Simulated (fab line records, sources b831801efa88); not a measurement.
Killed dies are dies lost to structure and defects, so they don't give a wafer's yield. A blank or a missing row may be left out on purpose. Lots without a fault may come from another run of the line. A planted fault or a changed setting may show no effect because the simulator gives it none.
fab line records | flow sky130
record lots=14 wafers=42 last_day=50
route steps=708 shown CONTACT@430 METAL1@435
lots that met no fault: from a run of the same line without faults
start_h: hours from the record's first day to the start of the lot's first wafer shown | wait_h: hours since the lot's step before | " the same as in the row above | L1.1+2: a row that stands for several wafers | - no value, or no start given | * or withheld: withheld | < > ~ a bound
route shown NAME@n: a module of which the file shows steps, and the number in the route of the first | usual: mean/standard deviation of fault-free wafers | same: alike in all rows | chamber/n: place in a boat | sites: the reading at each site | _std_site: their standard deviation | _edge_site: outer sites' mean less inner sites' | radius_mm: how far each site lies from the wafer's centre | mask NAME#n: copy n | behind: the tool/chamber that last shaped the wafer | hold: why the lot was held/for how many hours/how that ended | device: the transistor (n, p or np) that didn't switch | end of line: the same wafers' tests at the end of the route | a step without rows: its recipe alone | killed: dies lost to structure and defects at the first sort, not the wafer's yield | map: a wafer's dies, x killed, . not, _ none there
set.NAME: the setting as run; set.NAME@STEP: as run at that earlier step | model.NAME: the simulator's own value behind a step, which no gauge read
steps of the route over a sample of lots; a table a step, a row a wafer
services: from which hour (start_h, from the record's first day; less than 0 if before it) a tool's chamber was out of use, for how many hours, and why
## steps
# step SKY_CONTACT_CVD_24
# recipe material=W target_thk_nm=340 time_s=102.12 temp_c=400 pressure_torr=40
# usual heater_power_w=835/53
# columns lot.wafer tool chamber start_h wait_h heater_power_w
L316.1 cvd_w-01 1 738.26 0.0 923
L316.2 " 0 " " 823
L316.5 " 1 " " 909
L317.1 cvd_w-01 0 755.39 0.0 845
L317.4 " 1 " " 883
L317.5 " 1 " " 897
L319.2 cvd_w-02 0 763.52 0.0 781
L319.4 " 1 " " 826
L319.5 " 0 " " 748
L323.3 cvd_w-01 1 808.92 0.1 918
L323.4 " 0 " " 831
L323.6 " 1 " " 911
L324.1 cvd_w-02 1 810.51 0.0 850
L324.4 " 1 " " 840
L324.5 " 0 " " 747
L326.1 cvd_w-02 0 830.26 0.0 761
L326.2 " 1 " " 806
L326.6 " 0 " " 773
L327.2 cvd_w-01 1 837.84 0.0 918
L327.4 " 0 " " 861
L327.5 " 0 " " 847
L330.2 cvd_w-02 1 852.88 0.0 833
L330.3 " 0 " " 774
L330.4 " 1 " " 848
L331.1 cvd_w-01 1 859.20 0.0 916
L331.2 " 0 " " 812
L331.6 " 0 " " 827
L332.1 cvd_w-02 1 868.14 0.0 835
L332.2 " 0 " " 758
L332.5 " 0 " " 774
L335.2 cvd_w-01 0 885.78 0.0 834
L335.3 " 1 " " 897
L335.6 " 1 " " 901
L336.4 cvd_w-01 1 892.22 0.1 925
L336.5 " 0 " " 841
L336.6 " 1 " " 901
L337.3 cvd_w-02 0 897.40 0.1 786
L337.4 " 1 " " 840
L337.6 " 0 " " 755
L338.2 cvd_w-01 1 908.74 0.0 894
L338.3 " 0 " " 856
L338.5 " 0 " " 844
# step SKY_CONTACT_RS_MEAS_25
# recipe thk_meas_gauge=four-point-probe reads=W_of_CONTACT_CVD_24+TiN_of_CONTACT_SPUTTER_23
# usual CONTACT_W_RS=0.337/0.0067
# columns lot.wafer tool chamber start_h wait_h CONTACT_W_RS[ohm/sq]
L316.1 film_metro-03 - 738.38 0.1 0.338
L316.2 " - " " 0.339
L316.5 " - " " 0.340
L317.1 film_metro-01 - 755.50 0.1 0.342
L317.4 " - " " 0.344
L317.5 " - " " 0.341
L319.2 film_metro-02 - 763.65 0.1 0.337
L319.4 " - " " 0.342
L319.5 " - " " 0.337
L323.3 film_metro-01 - 809.03 0.1 0.345
L323.4 " - " " 0.343
L323.6 " - " " 0.341
L324.1 film_metro-03 - 810.62 0.1 0.322
L324.4 " - " " 0.324
L324.5 " - " " 0.335
L326.1 film_metro-03 - 830.37 0.1 0.333
L326.2 " - " " 0.320
L326.6 " - " " 0.336
L327.2 film_metro-02 - 837.97 0.1 0.338
L327.4 " - " " 0.342
L327.5 " - " " 0.339
L330.2 film_metro-02 - 853.01 0.1 0.326
L330.3 " - " " 0.337
L330.4 " - " " 0.328
L331.1 film_metro-03 - 859.31 0.1 0.338
L331.2 " - " " 0.338
L331.6 " - " " 0.336
L332.1 film_metro-03 - 868.25 0.1 0.326
L332.2 " - " " 0.335
L332.5 " - " " 0.331
L335.2 film_metro-03 - 885.91 0.1 0.350
L335.3 " - " " 0.345
L335.6 " - " " 0.340
L336.4 film_metro-02 - 892.35 0.1 0.337
L336.5 " - " " 0.340
L336.6 " - " " 0.342
L337.3 film_metro-03 - 897.51 0.1 0.337
L337.4 " - " " 0.329
L337.6 " - " " 0.338
L338.2 film_metro-02 - 908.87 0.1 0.340
L338.3 " - " " 0.344
L338.5 " - " " 0.343
# step SKY_METAL1_SPUTTER_01
# recipe material=TiN target_thk_nm=20 power_w=6500 time_s=16.7 chamber_pressure_pa=0.4
# usual cathode_dc_power_W=6500.0/1.1 chamber_pressure_pa=0.4000/0.0007 throttle_valve_pct=30.2/0.76
# columns lot.wafer tool chamber start_h wait_h cathode_dc_power_W chamber_pressure_pa throttle_valve_pct
L316.1 pvd_sputter-02 - 738.88 0.0 6500.2 0.4000 29.7
L316.2 " - " " 6500.6 0.4008 30.3
L316.5 " - " " 6499.9 0.3999 29.5
L317.1 pvd_sputter-01 - 756.01 0.0 6500.7 0.4003 30.0
L317.4 " - " " 6499.4 0.3992 28.3
L317.5 " - " " 6500.2 0.4007 30.1
L319.2 pvd_sputter-01 - 764.13 0.0 6499.5 0.4012 30.4
L319.4 " - " " 6500.4 0.3998 30.0
L319.5 " - " " 6499.6 0.3993 28.4
L323.3 pvd_sputter-01 - 809.49 0.0 6501.3 0.3997 30.1
L323.4 " - " " 6500.7 0.4020 28.4
L323.6 " - " " 6500.3 0.3998 29.9
L324.1 pvd_sputter-02 - 811.13 0.0 6502.4 0.3994 29.9
L324.4 " - " " 6499.5 0.4009 29.2
L324.5 " - " " 6499.6 0.3994 30.6
L326.1 pvd_sputter-03 - 830.87 0.0 6498.2 0.3999 31.7
L326.2 " - " " 6499.3 0.3980 30.6
L326.6 " - " " 6500.4 0.3992 31.6
L327.2 pvd_sputter-03 - 838.45 0.0 6500.2 0.4004 31.4
L327.4 " - " " 6497.4 0.4009 30.8
L327.5 " - " " 6499.7 0.4002 31.0
L330.2 pvd_sputter-01 - 853.49 0.0 - - -
L330.3 " - " " - - -
L330.4 " - " " - - -
L331.1 pvd_sputter-02 - 859.81 0.0 - - -
L331.2 " - " " - - -
L331.6 " - " " - - -
L332.1 pvd_sputter-01 - 868.75 0.0 6499.0 0.4004 30.1
L332.2 " - " " 6498.0 0.3997 29.8
L332.5 " - " " 6499.9 0.4008 28.2
L335.2 pvd_sputter-01 - 886.39 0.0 6501.4 0.3997 29.9
L335.3 " - " " 6499.9 0.4000 30.1
L335.6 " - " " 6499.3 0.4011 29.7
L336.4 pvd_sputter-03 - 892.80 0.0 6499.2 0.3997 31.4
L336.5 " - " " 6500.1 0.4010 30.5
L336.6 " - " " 6498.7 0.4000 31.5
L337.3 pvd_sputter-01 - 897.97 0.0 6500.0 0.3997 28.3
L337.4 " - " " 6500.7 0.4002 29.6
L337.6 " - " " 6498.9 0.3986 29.8
L338.2 pvd_sputter-03 - 909.35 0.0 6499.1 0.3998 31.7
L338.3 " - " " 6498.7 0.3994 30.9
L338.5 " - " " 6500.7 0.4002 31.0
# step SKY_METAL1_SPUTTER_02
# recipe material=AlCu target_thk_nm=250 power_w=10600 time_s=13.3 chamber_pressure_pa=0.4
# usual cathode_dc_power_W=10600/1.9 chamber_pressure_pa=0.4000/0.00082 throttle_valve_pct=30.2/0.76
# columns lot.wafer tool chamber start_h wait_h cathode_dc_power_W chamber_pressure_pa throttle_valve_pct
L316.1 pvd_sputter-02 - 738.90 0.0 10597 0.4002 29.6
L316.2 " - " " 10597 0.3998 30.6
L316.5 " - " " 10599 0.4013 29.4
L317.1 pvd_sputter-01 - 756.03 0.0 10601 0.3997 29.8
L317.4 " - " " 10599 0.4001 28.4
L317.5 " - " " 10600 0.3991 29.9
L319.2 pvd_sputter-01 - 764.15 0.0 10600 0.4002 30.1
L319.4 " - " " 10600 0.4011 29.8
L319.5 " - " " 10597 0.4004 28.5
L323.3 pvd_sputter-01 - 809.52 0.0 10600 0.4020 30.0
L323.4 " - " " 10597 0.3997 28.4
L323.6 " - " " 10601 0.3995 30.0
L324.1 pvd_sputter-02 - 811.15 0.0 10602 0.3999 29.8
L324.4 " - " " 10602 0.4016 29.2
L324.5 " - " " 10602 0.4004 30.6
L326.1 pvd_sputter-03 - 830.90 0.0 10599 0.3997 31.4
L326.2 " - " " 10599 0.3997 30.6
L326.6 " - " " 10600 0.4005 31.4
L327.2 pvd_sputter-03 - 838.48 0.0 10601 0.4004 31.6
L327.4 " - " " 10600 0.3986 30.9
L327.5 " - " " 10600 0.4017 31.6
L330.2 pvd_sputter-01 - 853.52 0.0 10600 0.3999 29.9
L330.3 " - " " 10600 0.4001 30.4
L330.4 " - " " 10601 0.4018 28.4
L331.1 pvd_sputter-02 - 859.84 0.0 10602 0.4010 29.9
L331.2 " - " " 10601 0.4003 29.3
L331.6 " - " " 10602 0.3998 30.5
L332.1 pvd_sputter-01 - 868.78 0.0 10601 0.3998 29.9
L332.2 " - " " 10599 0.3999 29.9
L332.5 " - " " 10598 0.4013 28.3
L335.2 pvd_sputter-01 - 886.42 0.0 10600 0.3998 30.0
L335.3 " - " " 10599 0.4014 30.0
L335.6 " - " " 10601 0.4002 29.9
L336.4 pvd_sputter-03 - 892.82 0.0 10597 0.3986 30.9
L336.5 " - " " 10602 0.3990 30.2
L336.6 " - " " 10602 0.3995 31.4
L337.3 pvd_sputter-01 - 898.00 0.0 10601 0.3991 28.6
L337.4 " - " " 10599 0.3998 29.9
L337.6 " - " " 10600 0.3994 30.0
L338.2 pvd_sputter-03 - 909.38 0.0 10597 0.3995 31.3
L338.3 " - " " 10598 0.3991 30.9
L338.5 " - " " 10602 0.3995 31.0
## services
# columns tool chamber start_h hours kind
pvd_sputter-02 - 724.21 8.7 repair
cvd_w-02 1 779.52 - calibration
pvd_sputter-02 - 840.85 7.5 repair
pvd_sputter-01 - 866.47 1.9 repair
pvd_sputter-01 - 870.52 12.4 repair
cvd_w-02 - 904.00 14.0 pm
cvd_w-02 0 904.00 14.0 vent_cycle
cvd_w-02 1 904.00 14.0 vent_cycle
## key
first_sign step=SKY_METAL1_SPUTTER_01 reading=tool_record direction=missing
effect none on later readings
met_at SKY_METAL1_SPUTTER_01
struck_lots L330,L331
later_rows_left_out L330.2,L330.3,L330.4,L331.1,L331.2,L331.6
sort_left_out L330.2,L330.3,L330.4,L331.1,L331.2,L331.6
not_acting_at SKY_CONTACT_CVD_24,SKY_CONTACT_RS_MEAS_25,SKY_METAL1_SPUTTER_02
onset_between 811.13 853.49
fault kind=skipped_step_whole tool=pvd_sputter-01,pvd_sputter-02 chamber=- onset_h=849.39 steps=SKY_METAL1_SPUTTER_01 scope=struck_lots_only
# sort_left_out: the simulated sort isn't trusted on such a fault, so these wafers' sort isn't shown, and their yield isn't known
# later_rows_left_out: the simulator's readings of these wafers behind a module that went badly wrong aren't trusted and aren't shown, but for the sort
